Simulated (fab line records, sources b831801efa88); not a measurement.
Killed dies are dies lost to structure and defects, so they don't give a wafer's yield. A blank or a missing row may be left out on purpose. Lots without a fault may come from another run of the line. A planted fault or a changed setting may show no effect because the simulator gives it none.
Problem report in the 8D (eight disciplines) form, filled by code | flow gf180mcu | the parts of the form that need people (team, actions taken, sign-off) are left out

1. THE PROBLEM
V5_W_RS at GF_V5_RS_MEAS_24 reads a mean of 0.645 ohm/sq on 2 wafers of 2 lots; wafers without a fault read 0.326 ohm/sq with a standard deviation of 0.0037. That is +86 standard deviations from the usual mean.
The step: measures by four-point-probe.
First seen on wafer L883.1, day 31 17:40, on film_metro-01. The record holds 32 wafers of 11 lots with a number at this step. Rule for "out", or "out of limits": more than 4 standard deviations from the usual mean. The other wafers with a number count as sound.

2. WHAT IT IS AND WHAT IT IS NOT
question                    | is                           | is not
which readings at this step | V5_W_RS                      | -
which lots                  | L882, L883                   | L870, L871, L872, L875, L876, L877, L879, L880, L881
which wafers of those lots  | L882.2, L883.1               | L882.5, L882.6, L883.3, L883.5
read on which gauges        | film_metro-01, film_metro-02 | film_metro-04
when                        | from day 31 17:40            | up to then (28 sound wafers); but 2 sound wafers of L882 came after

3. SUSPECTS, AND WHAT RULES EACH OUT
Counting: a tool at a process step up to the reading stays a suspect if it ran every lot that is out. Sound lots after the first of them don't rule it out here, since some wafers of a struck lot are sound.
- the gauge at GF_V5_RS_MEAS_24: ruled out. The wafers that are out were read on 2 gauges (film_metro-01, film_metro-02).
- cvd_w-02 at GF_V5_CVD_23 (deposits W, target thk 350 nm, time 104.9 s): kept. It ran every lot that is out, first L883 (day 31 17:34); its last sound lot up to then is L881 (day 31 05:51).
Left after counting: cvd_w-02 at GF_V5_CVD_23.

4. THE CAUSE (what the simulator had put in)
Process parameter drift: cvd_w-02, from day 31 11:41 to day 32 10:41, at GF_V5_CVD_23. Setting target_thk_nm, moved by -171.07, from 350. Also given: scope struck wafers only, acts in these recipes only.
Counting left only this tool.

5. THE CHAIN OF EFFECTS, in route order
Each row: a reading whose mean over the struck wafers that have a number lies more than 3 standard deviations from the usual. Only readings for which the record gives a usual standard deviation are gone through. hours: the time from each lot's start at the first step in this table that gives one to its start at this step, as a median over the lots. sigmas: the change in usual standard deviations.
hours | step              | reading            | usual        | on struck wafers | change | sigmas
0     | GF_V5_RS_MEAS_24  | V5_W_RS            | 0.326 ohm/sq | 0.645            | +0.319 | +86
0     | GF_V5_THK_MEAS_25 | V5_W_THK           | 349 nm       | 178              | -170   | -30
0     | GF_V5_CMP_26      | time_to_endpoint_s | 85 s         | 42               | -44    | -8.4
The process steps in it:
- GF_V5_CMP_26: polishes, stops on SiO2, t overpolish 15 s, target thk 0 nm.

6. WHAT WOULD HAVE CAUGHT IT SOONER
In this record the first reading out of limits at a measuring or inspecting step was taken at day 31 17:40, 6 hours after the fault began at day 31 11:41.
Of the tool readings at GF_V5_CVD_23 for which the record gives a usual standard deviation, none was out on any struck wafer, so an alarm limit of 4 standard deviations on them would not have fired.
Of the lots that are out (2), L882 began GF_V5_CVD_23 on cvd_w-02 after day 31 17:40. A hold on the tool at that time would have spared it.
